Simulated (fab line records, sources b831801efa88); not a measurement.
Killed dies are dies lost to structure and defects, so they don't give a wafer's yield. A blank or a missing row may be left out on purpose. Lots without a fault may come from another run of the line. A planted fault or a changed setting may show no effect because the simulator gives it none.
Which tool did it? | flow gf180mcu | 11 lots, 33 wafers sampled, at 5 steps of a route of 602

WHAT THE GAUGES READ, wafer by wafer
GF_HV_LDD_CD_MEAS_07: target cd 400 nm.
lot  | measured     | on        | cd_nm (nm)
L860 | day 10 00:44 | cd_sem-02 | 400.4 402.1 401.0
L862 | day 11 00:33 | cd_sem-02 | 397.2 396.7 397.8
L863 | day 11 01:32 | cd_sem-02 | 400.1 399.3 399.0
L865 | day 11 12:45 | cd_sem-01 | 395.9 395.8 398.1
L867 | day 12 03:56 | cd_sem-01 | 395.3 396.8 399.6
L871 | day 13 12:11 | cd_sem-01 | 403.2 403.9 402.1
L873 | day 14 00:07 | cd_sem-02 | 401.7 404.2 402.3
L874 | day 14 07:04 | cd_sem-02 | 402.5 403.5
L876 | day 14 22:52 | cd_sem-01 | 399.8 398.3 400.3
L878 | day 15 10:20 | cd_sem-01 | 403.7 401.3 401.9
L880 | day 16 04:38 | cd_sem-01 | 399.0 399.7 397.9

WHICH TOOL RAN EACH LOT (tool, then ch and the chambers of the sampled wafers, then the start)
lot  | GF_STI_ETCH_13                    | GF_STI_ETCH_14                  | GF_STI_STRIP_15                     | GF_VT_IMPLANT_STRIP_09
L860 | rie_diel-01 ch 0,2,3, day 2 02:38 | rie_si-01 ch 0,1,3, day 2 02:45 | plasma_asher-01 ch 0,1, day 2 02:49 | plasma_asher-04 ch 0,1, day 5 15:45
L862 | rie_diel-03 ch 0,1,3, day 2 13:41 | rie_si-01 ch 0,3, day 2 13:46   | plasma_asher-04 ch 0,1, day 2 13:53 | plasma_asher-03 ch 0,1, day 6 09:49
L863 | rie_diel-02 ch 2,3, day 2 16:27   | rie_si-01 ch 1,3, day 2 16:32   | plasma_asher-03 ch 0,1, day 2 16:37 | plasma_asher-02 ch 0,1, day 6 10:44
L865 | rie_diel-03 ch 0,2,3, day 3 02:33 | rie_si-02 ch 1,2, day 3 02:38   | plasma_asher-01 ch 0,1, day 3 02:43 | plasma_asher-04 ch 0,1, day 6 20:25
L867 | rie_diel-03 ch 1,2,3, day 3 13:50 | rie_si-02 ch 0,1,3, day 3 13:55 | plasma_asher-01 ch 0,1, day 3 13:59 | plasma_asher-04 ch 0,1, day 7 11:37
L871 | rie_diel-01 ch 0,1, day 4 12:41   | rie_si-01 ch 2,3, day 4 12:46   | plasma_asher-01 ch 0,1, day 4 12:50 | plasma_asher-03 ch 0,1, day 8 13:58
L873 | rie_diel-01 ch 0,3, day 4 20:32   | rie_si-02 ch 0,1, day 4 20:37   | plasma_asher-01 ch 0,1, day 4 20:41 | plasma_asher-04 ch 0,1, day 8 22:58
L874 | rie_diel-01 ch 1,2, day 5 02:33   | rie_si-02 ch 0,1,2, day 5 02:38 | plasma_asher-04 ch 0,1, day 5 02:44 | plasma_asher-04 ch 0,1, day 9 05:05
L876 | rie_diel-02 ch 1,2, day 5 12:56   | rie_si-02 ch 0,1, day 5 13:01   | plasma_asher-04 ch 0,1, day 5 13:06 | plasma_asher-04 ch 0,1, day 9 18:01
L878 | rie_diel-01 ch 2,3, day 5 21:44   | rie_si-02 ch 0,1,2, day 5 21:49 | plasma_asher-03 ch 0,1, day 5 21:53 | plasma_asher-02 ch 0,1, day 10 05:16
L880 | rie_diel-02 ch 0,3, day 6 09:48   | rie_si-02 ch 0,1,2, day 6 09:53 | plasma_asher-04 ch 0,1, day 6 09:57 | plasma_asher-03 ch 0,1, day 10 20:08
- GF_STI_ETCH_13: etches the open film in CHF3/O2, stops on Si, target depth 282.31 nm, time 112.9 s.
- GF_STI_ETCH_14: etches Si in HBr/Cl2/O2, target depth 360 nm, time 102.9 s.
- GF_STI_STRIP_15: strips in O2/N2.
- GF_VT_IMPLANT_STRIP_09: strips in O2/N2.

THE ANSWER, worked out from the rows above alone
Rule: what is usual is taken from the lots themselves. Put in order of their means at a reading, lots are off if they are a third of the lots or fewer, leave a main group of 4 or more, and stand apart from it by a gap of 3 or more times the standard deviation of the main group's means; of several such gaps the widest counts. A main group whose means are all the same, to the digits that the tables above print for the reading, isn't used. A lot without any number at a reading at which 4 lots or more have one is off too. The other lots that the step has rows for count as sound.
No lot is off at any reading shown: from this, nothing can be told.

WHAT THE SIMULATOR HAD PUT IN
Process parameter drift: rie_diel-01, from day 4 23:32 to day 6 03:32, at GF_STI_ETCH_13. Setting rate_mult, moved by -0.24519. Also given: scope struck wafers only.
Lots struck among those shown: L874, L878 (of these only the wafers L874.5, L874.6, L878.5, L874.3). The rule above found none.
